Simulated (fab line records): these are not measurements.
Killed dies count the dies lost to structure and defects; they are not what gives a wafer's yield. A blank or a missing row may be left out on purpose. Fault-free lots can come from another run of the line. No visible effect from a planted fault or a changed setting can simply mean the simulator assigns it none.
fab line records	flow gf180mcu
record lots=5	wafers=23
route steps=602 shown DUAL_GATE@156 POLY_GATE@170 HV_LDD@180 NSD@237 PSD@250 SAB@268
startH: start of the lot's first displayed wafer, in hours after the record's first day	waitH: hours elapsed since this lot's preceding step	" the same as in the row above	L1.1+2: several wafers, shown together as one row	- no value, or no start was given	* or withheld: withheld	< > ~ a bound
route shown NAME@n: a module of which the file shows steps, and the number in the route of the first	usual: mean/standard deviation of fault-free wafers	same: alike in all rows	chamber/n: place in a boat	sites: readings site by site	_std_site: how widely they spread, as a standard deviation	_edge_site: mean of outer sites minus mean of inner sites	radiusMm: for every site, how far away it sits from the centre of the wafer	mask NAME#n: copy n	behind: the tool/chamber that last shaped the wafer	hold: reason for holding the lot/hours on hold/outcome of the hold	device: which transistor (n, p or np) failed to switch	end of line: the route-end tests of the same wafers	a step with no rows: only its recipe	killed: dies lost to structure and defects at the first sort, not the wafer's yield	map: a wafer's dies, marking killed ones x, the rest . and places with no die _
set.NAME: the setting the step ran with; set.NAME@STEP: the setting that earlier step ran with	model.NAME: the simulator's own value behind a step, which no gauge read
one table per step and one row per wafer, for lots whose settings were changed on purpose
## steps
# step GF_DUAL_GATE_OXIDATION_15
# recipe tempC=850	ambient=O2	stabiliseS=600	purgeS=300	targetThkA=70.98	oxTimeS=1995
lot.wafer	tool	chamber	startH	waitH	set.tempC	model.SiO2_of_DUAL_GATE_OXIDATION_02.thkNm
L074.1+6	-	-	-	0.0	850	14.24
L074.2	"	-	"	"	850	14.36
L074.3	"	-	"	"	850	14.35
L074.5	"	-	"	"	850	14.39
L077.2	-	-	-	0.3	844.5	14.07
L077.3	"	-	"	"	844.5	14.16
L077.4	"	-	"	"	844.5	14.06
L077.5	"	-	"	"	844.5	13.9
L077.6	"	-	"	"	844.5	14.15
L079.1	-	-	-	0.0	856.8	14.78
L079.2+3	"	-	"	"	856.8	14.83
L079.4	"	-	"	"	856.8	14.77
L079.5	"	-	"	"	856.8	14.74
L080.1	-	-	-	0.0	854.5	14.63
L080.2	"	-	"	"	854.5	14.72
L080.3	"	-	"	"	854.5	14.62
L080.4+6	"	-	"	"	854.5	14.51
L082.1	furnace-02	0	230.54	0.4	850	14.32
L082.3	"	0	"	"	850	14.29
L082.5	"	0	"	"	850	14.22
# step GF_POLY_GATE_ETCH_13
# recipe target=poly-Si	targetDepthNm=198.5	stopOn=SiO2	overEtchFrac=0.403	chemistry=HBr/Cl2	icpW=400	biasW=100	pressureMtorr=10	HBr_flow_sccm=150	Cl2_flow_sccm=50	timeS=69.6
lot.wafer	tool	chamber	startH	waitH	set.biasW	set.tempC@DUAL_GATE_OXIDATION_15	model.SiO2_of_DUAL_GATE_OXIDATION_02.thkNm
L074.1+6	rieSi-02	0,3	193.07	-	100	850	14.24
L074.2	"	3	"	"	100	850	14.36
L074.3	"	2	"	"	100	850	14.35
L074.5	"	0	"	"	100	850	14.39
L077.2	rieSi-02	2	216.62	-	100	844.5	14.07
L077.3	"	3	"	"	89.26	844.5	14.16
L077.4	"	1	"	"	89.26	844.5	14.06
L077.5	"	2	"	"	100	844.5	13.9
L077.6	"	1	"	"	100	844.5	14.15
L079.1	rieSi-02	0	228.93	-	100	856.8	14.78
L079.2	"	1	"	"	106.9	856.8	14.79
L079.3	"	2	"	"	106.9	856.8	14.78
L079.4	"	3	"	"	100	856.8	14.77
L079.5	"	1	"	"	100	856.8	14.74
L080.1	rieSi-01	1	239.48	-	106	854.5	14.59
L080.2	"	2	"	"	106	854.5	14.68
L080.3	"	0	"	"	100	854.5	14.62
L080.4	"	3	"	"	106	854.5	14.47
L080.6	"	1	"	"	100	854.5	14.51
L082.1	rieSi-01	2	251.98	-	100	850	14.32
L082.3	"	3	"	"	100	850	14.29
L082.5	"	2	"	"	100	850	14.22
# step GF_HV_LDD_EXPOSE_04
# recipe maskId=Nplus_LV_AREA	targetCdNm=400	na=0.6	sourceShape=conventional	sigmaOuter=0.6	doseMj=140
lot.wafer	tool	chamber	startH	waitH	mask	set.doseMj
L074.1+2+3+5+6	ilineStepper-01	0	-	-	Nplus_LV_AREA#0	140
L077.2+3+6	ilineStepper-02	0	-	-	Nplus_LV_AREA#0	140
L077.4+5	"	0	"	"	Nplus_LV_AREA#0	142.7
L079.1+2	ilineStepper-01	0	-	-	Nplus_LV_AREA#0	135.2
L079.3+4+5	"	0	"	"	Nplus_LV_AREA#0	140
L080.1+2+6	ilineStepper-01	0	-	-	Nplus_LV_AREA#0	150.3
L080.3+4	"	0	"	"	Nplus_LV_AREA#0	140
L082.1+3+5	ilineStepper-02	0	-	-	Nplus_LV_AREA#0	140
# step GF_HV_LDD_PEB_05
# recipe tempC=withheld	timeS=*	resist=NOVOLAK
# step GF_HV_LDD_DEVELOP_06
# recipe developTimeS=60	devTempC=23
# step GF_HV_LDD_CD_MEAS_07
# recipe targetCdNm=400
# usual cdNm=400.1/2.7
lot.wafer	tool	chamber	startH	waitH	set.doseMj@HV_LDD_EXPOSE_04	cdNm
L074.1	cdSem-02	-	211.82	0.1	140	397.5
L074.2	"	-	"	"	140	397.3
L074.3	"	-	"	"	140	393.6
L074.5	"	-	"	"	140	396.9
L074.6	"	-	"	"	140	397.7
L077.2	cdSem-02	-	235.63	0.1	140	400.2
L077.3	"	-	"	"	140	400.8
L077.4	"	-	"	"	142.7	405.2
L077.5	"	-	"	"	142.7	406.0
L077.6	"	-	"	"	140	401.5
L079.1	cdSem-01	-	249.18	0.1	135.2	395.1
L079.2	"	-	"	"	135.2	393.4
L079.3	"	-	"	"	140	403.7
L079.4	"	-	"	"	140	404.0
L079.5	"	-	"	"	140	403.8
L080.1	cdSem-02	-	260.22	0.1	150.3	417.0
L080.2	"	-	"	"	150.3	416.5
L080.3	"	-	"	"	140	398.0
L080.4	"	-	"	"	140	397.0
L080.6	"	-	"	"	150.3	418.9
L082.1	cdSem-01	-	272.57	0.1	140	397.8
L082.3	"	-	"	"	140	401.1
L082.5	"	-	"	"	140	397.6
# step GF_HV_LDD_STRIP_22
# recipe chemistry=O2/N2	powerW=1400	pressureMtorr=1500	platenTempC=250	o2FlowSccm=3000	n2FlowSccm=300	overashFraction=0.5
# usual oesProductAu=0.717/0.0048	stripTimeToEndpointS=12.63/0.037
lot.wafer	tool	chamber	startH	waitH	set.platenTempC	oesProductAu	stripTimeToEndpointS
L074.1	plasmaAsher-01	1	231.12	0.1	250	0.722	12.61
L074.2	"	0	"	"	250	0.718	12.62
L074.3	"	0	"	"	250	0.714	12.60
L074.5	"	1	"	"	250	0.715	12.58
L074.6	"	0	"	"	250	0.725	12.60
L077.2	plasmaAsher-01	1	253.68	0.1	250	0.719	12.61
L077.3	"	1	"	"	256.7	0.740	11.09
L077.4	"	0	"	"	250	0.716	12.62
L077.5	"	1	"	"	250	0.723	12.63
L077.6	"	0	"	"	256.7	0.752	11.11
L079.1	plasmaAsher-01	1	268.03	0.1	250	0.717	12.59
L079.2	"	0	"	"	243.1	0.656	14.37
L079.3	"	1	"	"	250	0.714	12.58
L079.4	"	0	"	"	250	0.720	12.53
L079.5	"	0	"	"	243.1	0.662	14.32
L080.1	plasmaAsher-03	0	279.32	0.1	250	0.713	12.62
L080.2	"	1	"	"	252.9	0.750	11.88
L080.3	"	0	"	"	250	0.724	12.59
L080.4	"	1	"	"	252.9	0.742	11.86
L080.6	"	0	"	"	250	0.728	12.59
L082.1	plasmaAsher-03	1	291.73	0.1	250	0.725	12.68
L082.3	"	0	"	"	250	0.712	12.69
L082.5	"	0	"	"	250	0.709	12.65
# step GF_HV_LDD_DEVELOP_30
# recipe developTimeS=60	devTempC=23
lot.wafer	tool	chamber	startH	waitH	set.devTempC
L074.1+2+3+5+6	lithoTrack-01	0	249.33	0.1	23
L077.2+3+4	lithoTrack-04	0	272.74	0.1	23
L077.5+6	"	0	"	"	20.28
L079.1+2+3	lithoTrack-04	0	286.47	0.1	20.76
L079.4+5	"	0	"	"	23
L080.1+3	lithoTrack-04	0	298.62	0.1	23
L080.2+4+6	"	0	"	"	21.07
L082.1+3+5	lithoTrack-03	0	311.76	0.1	23
# step GF_HV_LDD_CD_MEAS_31
# recipe targetCdNm=400
# usual cdNm=399.4/2.3
lot.wafer	tool	chamber	startH	waitH	set.devTempC@HV_LDD_DEVELOP_30	cdNm
L074.1	cdSem-01	-	249.48	0.1	23	399.3
L074.2	"	-	"	"	23	402.0
L074.3	"	-	"	"	23	397.3
L074.5	"	-	"	"	23	399.4
L074.6	"	-	"	"	23	403.2
L077.2	cdSem-02	-	272.89	0.1	23	398.3
L077.3	"	-	"	"	23	396.6
L077.4	"	-	"	"	23	399.1
L077.5	"	-	"	"	20.28	406.7
L077.6	"	-	"	"	20.28	407.0
L079.1	cdSem-01	-	286.62	0.1	20.76	403.7
L079.2	"	-	"	"	20.76	405.2
L079.3	"	-	"	"	20.76	404.6
L079.4	"	-	"	"	23	393.9
L079.5	"	-	"	"	23	393.0
L080.1	cdSem-01	-	298.77	0.1	23	394.4
L080.2	"	-	"	"	21.07	404.8
L080.3	"	-	"	"	23	397.4
L080.4	"	-	"	"	21.07	403.9
L080.6	"	-	"	"	21.07	404.7
L082.1	cdSem-02	-	311.91	0.1	23	400.1
L082.3	"	-	"	"	23	398.0
L082.5	"	-	"	"	23	398.4
# step GF_HV_LDD_CVD_54
# recipe material=SiO2	targetThkNm=10	precursor=TEOS	tempC=680	timeS=75	pressureMtorr=400
lot.wafer	tool	chamber	startH	waitH	set.targetThkNm	model.SiO2_of_HV_LDD_CVD_54.thkNm
L074.1	-	-	-	0.1	10.44	10.31
L074.2	"	-	"	"	10.44	10.34
L074.3	"	-	"	"	10.44	10.27
L074.5	"	-	"	"	10.44	10.37
L074.6	"	-	"	"	10.44	10.28
L077.2	-	-	-	0.1	10.83	10.9
L077.3	"	-	"	"	10.83	10.83
L077.4	"	-	"	"	10.83	10.86
L077.5	"	-	"	"	10.83	10.92
L077.6	"	-	"	"	10.83	10.87
L079.1+2	-	-	-	0.1	10.51	10.48
L079.3	"	-	"	"	10.51	10.45
L079.4	"	-	"	"	10.51	10.44
L079.5	"	-	"	"	10.51	10.51
L080.1	-	-	-	0.1	9.11	9.097
L080.2	"	-	"	"	9.11	9.185
L080.3	"	-	"	"	9.11	9.091
L080.4	"	-	"	"	9.11	9.106
L080.6	"	-	"	"	9.11	9.165
L082.1	lpcvd-01	0	333.42	0.1	10	10.07
L082.3	"	0	"	"	10	10.13
L082.5	"	0	"	"	10	10.08
# step GF_HV_LDD_THK_MEAS_55
# recipe reads=SiO2_of_HV_LDD_CVD_54
# usual HV_LDD_CVD_54_THK=10.00/0.1
lot.wafer	tool	chamber	startH	waitH	set.targetThkNm@HV_LDD_CVD_54	HV_LDD_CVD_54_THK[nm]
L074.1	filmMetro-03	-	-	-	10.44	10.33
L074.2	"	-	"	"	10.44	10.34
L074.3	"	-	"	"	10.44	10.27
L074.5	"	-	"	"	10.44	10.37
L074.6	"	-	"	"	10.44	10.26
L077.2	filmMetro-03	-	-	-	10.83	10.85
L077.3	"	-	"	"	10.83	10.83
L077.4	"	-	"	"	10.83	10.88
L077.5	"	-	"	"	10.83	10.93
L077.6	"	-	"	"	10.83	10.87
L079.1	filmMetro-02	-	-	-	10.51	10.48
L079.2	"	-	"	"	10.51	10.54
L079.3	"	-	"	"	10.51	10.43
L079.4	"	-	"	"	10.51	10.43
L079.5	"	-	"	"	10.51	10.55
L080.1	filmMetro-03	-	-	-	9.11	9.10
L080.2	"	-	"	"	9.11	9.16
L080.3	"	-	"	"	9.11	9.08
L080.4	"	-	"	"	9.11	9.09
L080.6	"	-	"	"	9.11	9.18
L082.1	filmMetro-01	-	334.44	0.0	10	10.07
L082.3	"	-	"	"	10	10.15
L082.5	"	-	"	"	10	10.08
# step GF_NSD_COAT_02
# recipe resist=NOVOLAK	spinRpm=3000	resistThkNm=1000
lot.wafer	tool	chamber	startH	waitH	set.spinRpm	model.NOVOLAK_of_NSD_COAT_02.thkNm
L074.1+3	lithoTrack-03	0	281.16	0.1	3000	1001
L074.2	"	0	"	"	3000	999.3
L074.5	"	0	"	"	3000	1000
L074.6	"	0	"	"	3000	998.4
L077.2	lithoTrack-03	0	304.64	0.1	3000	999.2
L077.3+5	"	0	"	"	3000	999
L077.4	"	0	"	"	2794	1036
L077.6	"	0	"	"	2794	1037
L079.1	lithoTrack-03	0	319.46	0.1	3000	997.6
L079.2	"	0	"	"	2893	1016
L079.3+5	"	0	"	"	3000	1000
L079.4	"	0	"	"	2893	1015
L080.1+2	lithoTrack-01	0	333.78	0.1	3000	1002
L080.3	"	0	"	"	3122	982.4
L080.4	"	0	"	"	3000	1001
L080.6	"	0	"	"	3122	983.8
L082.1+3	lithoTrack-01	0	345.48	0.1	3000	1005
L082.5	"	0	"	"	3000	1007
# step GF_NSD_IMPLANT_10
# recipe species=P	energyKev=40	doseCm2=5e+14	tiltDeg=7
lot.wafer	tool	chamber	startH	waitH	set.energyKev	model.implant.rpNm	model.implant.drpNm
L074.1+2+3	implanter-03	0	290.97	0.1	41.48	48.91	21.82
L074.5+6	"	0	"	"	40	47.19	21.16
L077.2+3	implanter-02	0	315.81	0.1	42.67	52.23	22.35
L077.4+5+6	"	0	"	"	40	49	21.16
L079.1+2+3+4+5	implanter-02	0	329.87	0.1	40	47.27	21.16
L080.1+2	implanter-02	0	344.43	0.1	40	48.64	21.16
L080.3+4+6	"	0	"	"	41.97	51	22.04
L082.1+3+5	implanter-03	0	357.03	0.1	40	50.01	21.16
# step GF_NSD_STRIP_11
# recipe chemistry=O2/N2	powerW=1400	pressureMtorr=1500	platenTempC=250	o2FlowSccm=3000	n2FlowSccm=311.5	overashFraction=0.5
# usual stripTimeToEndpointS=22.95/0.036
lot.wafer	tool	chamber	startH	waitH	set.spinRpm@NSD_COAT_02	set.energyKev@NSD_IMPLANT_10	stripTimeToEndpointS
L074.1	plasmaAsher-04	0	291.12	0.1	3000	41.48	23.02
L074.2	"	1	"	"	3000	41.48	23.00
L074.3	"	0	"	"	3000	41.48	23.01
L074.5	"	1	"	"	3000	40	22.96
L074.6	"	0	"	"	3000	40	22.91
L077.2	plasmaAsher-04	1	315.93	0.1	3000	42.67	23.08
L077.3	"	0	"	"	3000	42.67	23.08
L077.4	"	1	"	"	2794	40	23.38
L077.5	"	1	"	"	3000	40	22.95
L077.6	"	0	"	"	2794	40	23.38
L079.1	plasmaAsher-04	0	330.02	0.1	3000	40	22.93
L079.2	"	1	"	"	2893	40	23.14
L079.3	"	1	"	"	3000	40	22.97
L079.4	"	0	"	"	2893	40	23.10
L079.5	"	0	"	"	3000	40	22.97
L080.1	plasmaAsher-04	0	344.58	0.1	3000	40	23.02
L080.2	"	1	"	"	3000	40	22.98
L080.3	"	0	"	"	3122	41.97	22.87
L080.4	"	1	"	"	3000	41.97	23.07
L080.6	"	1	"	"	3122	41.97	22.87
L082.1	plasmaAsher-03	0	357.18	0.1	3000	40	23.02
L082.3	"	0	"	"	3000	40	23.03
L082.5	"	1	"	"	3000	40	23.04
# step GF_PSD_COAT_02
# recipe resist=NOVOLAK	spinRpm=3000	resistThkNm=1000
lot.wafer	tool	chamber	startH	waitH	set.spinRpm	model.NOVOLAK_of_PSD_COAT_02.thkNm
L074.1	lithoTrack-02	0	300.33	0.1	3000	1001
L074.2	"	0	"	"	3000	1000
L074.3	"	0	"	"	3000	999.7
L074.5	"	0	"	"	3000	1002
L074.6	"	0	"	"	3000	997.4
L077.2	lithoTrack-04	0	325.44	0.1	2809	1029
L077.3	"	0	"	"	3000	997.3
L077.4	"	0	"	"	3000	994.7
L077.5	"	0	"	"	2809	1028
L077.6	"	0	"	"	2809	1031
L079.1+4	lithoTrack-01	0	340.68	0.1	3000	1000
L079.2	"	0	"	"	3087	984
L079.3	"	0	"	"	3087	987.8
L079.5	"	0	"	"	3000	1005
L080.1	lithoTrack-01	0	354.88	0.1	3218	968.6
L080.2	"	0	"	"	3000	999.7
L080.3	"	0	"	"	3000	998.5
L080.4	"	0	"	"	3218	963.2
L080.6	"	0	"	"	3000	1001
L082.1	lithoTrack-02	0	367.03	0.1	3000	1003
L082.3+5	"	0	"	"	3000	1005
# step GF_PSD_IMPLANT_09
# recipe species=BF2	energyKev=40	doseCm2=1.5e+15	tiltDeg=7
lot.wafer	tool	chamber	startH	waitH	set.tiltDeg
L074.1+3	implanter-01	0	310.08	0.0	5.617
L074.2+5+6	"	0	"	"	7
L077.2+3+4+5+6	implanter-01	0	336.76	0.0	7
L079.1+2	implanter-04	0	351.53	0.0	7
L079.3+4+5	"	0	"	"	6.39
L080.1+2+6	implanter-04	0	365.93	0.0	7.716
L080.3+4	"	0	"	"	7
L082.1+3+5	implanter-03	0	377.77	0.0	7
# step GF_PSD_STRIP_10
# recipe chemistry=O2/N2	powerW=1400	pressureMtorr=1500	platenTempC=250	o2FlowSccm=3000	n2FlowSccm=300	overashFraction=0.5
# usual stripTimeToEndpointS=16.52/0.034
lot.wafer	tool	chamber	startH	waitH	set.spinRpm@PSD_COAT_02	stripTimeToEndpointS
L074.1	plasmaAsher-02	1	310.23	0.1	3000	16.54
L074.2	"	0	"	"	3000	16.54
L074.3	"	1	"	"	3000	16.50
L074.5	"	1	"	"	3000	16.55
L074.6	"	0	"	"	3000	16.49
L077.2	plasmaAsher-01	1	336.88	0.1	2809	16.84
L077.3	"	0	"	"	3000	16.50
L077.4	"	1	"	"	3000	16.45
L077.5	"	1	"	"	2809	16.87
L077.6	"	0	"	"	2809	16.89
L079.1	plasmaAsher-02	0	351.68	0.1	3000	16.54
L079.2	"	1	"	"	3087	16.37
L079.3	"	0	"	"	3087	16.40
L079.4	"	1	"	"	3000	16.51
L079.5	"	1	"	"	3000	16.59
L080.1	plasmaAsher-02	1	366.08	0.1	3218	16.18
L080.2	"	0	"	"	3000	16.54
L080.3	"	0	"	"	3000	16.52
L080.4	"	1	"	"	3218	16.14
L080.6	"	0	"	"	3000	16.55
L082.1	plasmaAsher-02	0	377.92	0.1	3000	16.54
L082.3	"	0	"	"	3000	16.59
L082.5	"	1	"	"	3000	16.56
# step GF_SAB_COAT_04
# recipe resist=NOVOLAK	spinRpm=3000	resistThkNm=1000
lot.wafer	tool	chamber	startH	waitH	set.spinRpm	model.NOVOLAK_of_SAB_COAT_04.thkNm
L074.1	lithoTrack-04	0	321.12	0.1	3000	1007
L074.2	"	0	"	"	3000	1005
L074.3	"	0	"	"	3207	972.8
L074.5	"	0	"	"	3000	1003
L074.6	"	0	"	"	3207	973.3
L077.2	lithoTrack-04	0	346.99	0.1	3146	972.7
L077.3	"	0	"	"	3146	975.6
L077.4	"	0	"	"	3146	976
L077.5	"	0	"	"	3000	996.4
L077.6	"	0	"	"	3000	999.2
L079.1	lithoTrack-02	0	362.33	0.1	3000	1002
L079.2	"	0	"	"	3000	1004
L079.3	"	0	"	"	3000	1005
L079.4	"	0	"	"	2822	1036
L079.5	"	0	"	"	2822	1035
L080.1	lithoTrack-03	0	377.01	0.1	3058	992.6
L080.2	"	0	"	"	3058	994.4
L080.3	"	0	"	"	3058	992.7
L080.4	"	0	"	"	3000	998.8
L080.6	"	0	"	"	3000	1001
L082.1	lithoTrack-04	0	388.97	0.1	3000	992.5
L082.3	"	0	"	"	3000	991.7
L082.5	"	0	"	"	3000	994.8
# step GF_SAB_SOFTBAKE_05
# recipe tempC=90	timeS=60	resist=NOVOLAK
# step GF_SAB_EXPOSE_06
# recipe maskId=SAB	targetCdNm=420	na=0.6	sourceShape=conventional	sigmaOuter=0.6	doseMj=140
# step GF_SAB_ETCH_11
# recipe chemistry=C4F8/O2/Ar	maskMaterial=NOVOLAK	target=SiO2	targetDepthNm=55	sourceW=1500	biasW=1200	pressureMtorr=40	c4f8FlowSccm=withheld	O2_flow_sccm=6	Ar_flow_sccm=300	timeS=8.5
lot.wafer	tool	chamber	startH	waitH	set.spinRpm@SAB_COAT_04	model.NOVOLAK_of_SAB_COAT_04.thkNm
L074.1	rieDiel-02	3	331.47	0.0	3000	995.7
L074.2	"	0	"	"	3000	993.4
L074.3	"	2	"	"	3207	961.2
L074.5	"	1	"	"	3000	991.3
L074.6	"	2	"	"	3207	961.7
L077.2	rieDiel-03	3	358.42	0.0	3146	961.3
L077.3	"	2	"	"	3146	964.2
L077.4	"	0	"	"	3146	964.4
L077.5	"	3	"	"	3000	985
L077.6	"	2	"	"	3000	987.9
L079.1	rieDiel-03	2	373.02	0.0	3000	991
L079.2	"	0	"	"	3000	993.1
L079.3	"	1	"	"	3000	993.2
L079.4	"	3	"	"	2822	1025
L079.5	"	3	"	"	2822	1024
L080.1	rieDiel-03	2	388.47	0.0	3058	981.3
L080.2	"	3	"	"	3058	982.9
L080.3	"	0	"	"	3058	981.1
L080.4	"	1	"	"	3000	987.2
L080.6	"	2	"	"	3000	989.7
L082.1	rieDiel-03	3	400.02	0.0	3000	981.1
L082.3	"	2	"	"	3000	980.4
L082.5	"	3	"	"	3000	983.4
# step GF_SAB_WET_ETCH_12
# recipe chemistry=dHF	targetDepthNm=22	dry=n2Spin	target=SiO2	tempC=25	dilution=100:1	timeS=440
# step GF_SAB_STRIP_13
# recipe chemistry=O2/N2	powerW=1400	pressureMtorr=1500	platenTempC=250	o2FlowSccm=3000	n2FlowSccm=300	overashFraction=0.5
# usual stripTimeToEndpointS=12.61/0.046
lot.wafer	tool	chamber	startH	waitH	set.spinRpm@SAB_COAT_04	stripTimeToEndpointS
L074.1	plasmaAsher-03	1	331.63	0.0	3000	12.69
L074.2	"	0	"	"	3000	12.66
L074.3	"	1	"	"	3207	12.30
L074.5	"	1	"	"	3000	12.64
L074.6	"	0	"	"	3207	12.29
L077.2	plasmaAsher-03	1	358.57	0.0	3146	12.29
L077.3	"	1	"	"	3146	12.33
L077.4	"	0	"	"	3146	12.33
L077.5	"	1	"	"	3000	12.57
L077.6	"	0	"	"	3000	12.60
L079.1	plasmaAsher-04	1	373.17	0.0	3000	12.64
L079.2	"	0	"	"	3000	12.67
L079.3	"	0	"	"	3000	12.66
L079.4	"	1	"	"	2822	12.94
L079.5	"	1	"	"	2822	12.96
L080.1	plasmaAsher-03	1	388.67	0.0	3058	12.52
L080.2	"	0	"	"	3058	12.55
L080.3	"	1	"	"	3058	12.53
L080.4	"	0	"	"	3000	12.60
L080.6	"	0	"	"	3000	12.63
L082.1	plasmaAsher-04	1	400.17	0.0	3000	12.52
L082.3	"	1	"	"	3000	12.52
L082.5	"	1	"	"	3000	12.55
## key
split step=GF_DUAL_GATE_OXIDATION_15	setting=tempC	stated=850	by=lot
response step=GF_DUAL_GATE_OXIDATION_15	reading=model.SiO2_of_DUAL_GATE_OXIDATION_02.thkNm	change=+0.499	per=1%	r=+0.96
response step=GF_POLY_GATE_ETCH_13	reading=model.SiO2_of_DUAL_GATE_OXIDATION_02.thkNm	change=+0.481	per=1%	r=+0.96
split step=GF_POLY_GATE_ETCH_13	setting=biasW	stated=100	by=wafer
response none clear
split step=GF_HV_LDD_EXPOSE_04	setting=doseMj	stated=140	by=wafer
response step=GF_HV_LDD_CD_MEAS_07	reading=cdNm	change=+2.71	per=1%	r=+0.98
split step=GF_HV_LDD_STRIP_22	setting=platenTempC	stated=250	by=wafer
response step=GF_HV_LDD_STRIP_22	reading=oesProductAu	change=+0.0161	per=1%	r=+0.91
response step=GF_HV_LDD_STRIP_22	reading=stripTimeToEndpointS	change=*	per=1%	r=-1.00
split step=GF_HV_LDD_DEVELOP_30	setting=devTempC	stated=23	by=wafer
response step=GF_HV_LDD_CD_MEAS_31	reading=cdNm	change=-0.93	per=1%	r=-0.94
split step=GF_HV_LDD_CVD_54	setting=targetThkNm	stated=10	by=lot
response step=GF_HV_LDD_CVD_54	reading=model.SiO2_of_HV_LDD_CVD_54.thkNm	change=+0.0975	per=1%	r=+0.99
response step=GF_HV_LDD_THK_MEAS_55	reading=HV_LDD_CVD_54_THK	change=+0.0979	per=1%	r=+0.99
split step=GF_NSD_COAT_02	setting=spinRpm	stated=3000	by=wafer
response step=GF_NSD_COAT_02	reading=model.NOVOLAK_of_NSD_COAT_02.thkNm	change=-5.07	per=1%	r=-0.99
response step=GF_NSD_STRIP_11	reading=stripTimeToEndpointS	change=*	per=1%	r=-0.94
split step=GF_NSD_IMPLANT_10	setting=energyKev	stated=40	by=wafer
response step=GF_NSD_IMPLANT_10	reading=model.implant.rpNm	change=+0.479	per=1%	r=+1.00
response step=GF_NSD_IMPLANT_10	reading=model.implant.drpNm	change=+0.179	per=1%	r=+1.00
response step=GF_NSD_STRIP_11	reading=stripTimeToEndpointS	slope=*	per=1%	togetherWith=spinRpm@NSD_COAT_02	explained=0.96
split step=GF_PSD_COAT_02	setting=spinRpm	stated=3000	by=wafer
response step=GF_PSD_COAT_02	reading=model.NOVOLAK_of_PSD_COAT_02.thkNm	change=-4.95	per=1%	r=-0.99
response step=GF_PSD_STRIP_10	reading=stripTimeToEndpointS	change=*	per=1%	r=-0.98
split step=GF_PSD_IMPLANT_09	setting=tiltDeg	stated=7	by=wafer
response none clear
split step=GF_SAB_COAT_04	setting=spinRpm	stated=3000	by=wafer
response step=GF_SAB_COAT_04	reading=model.NOVOLAK_of_SAB_COAT_04.thkNm	change=-4.83	per=1%	r=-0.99
response step=GF_SAB_ETCH_11	reading=model.NOVOLAK_of_SAB_COAT_04.thkNm	change=-4.86	per=1%	r=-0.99
response step=GF_SAB_STRIP_13	reading=stripTimeToEndpointS	change=*	per=1%	r=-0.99
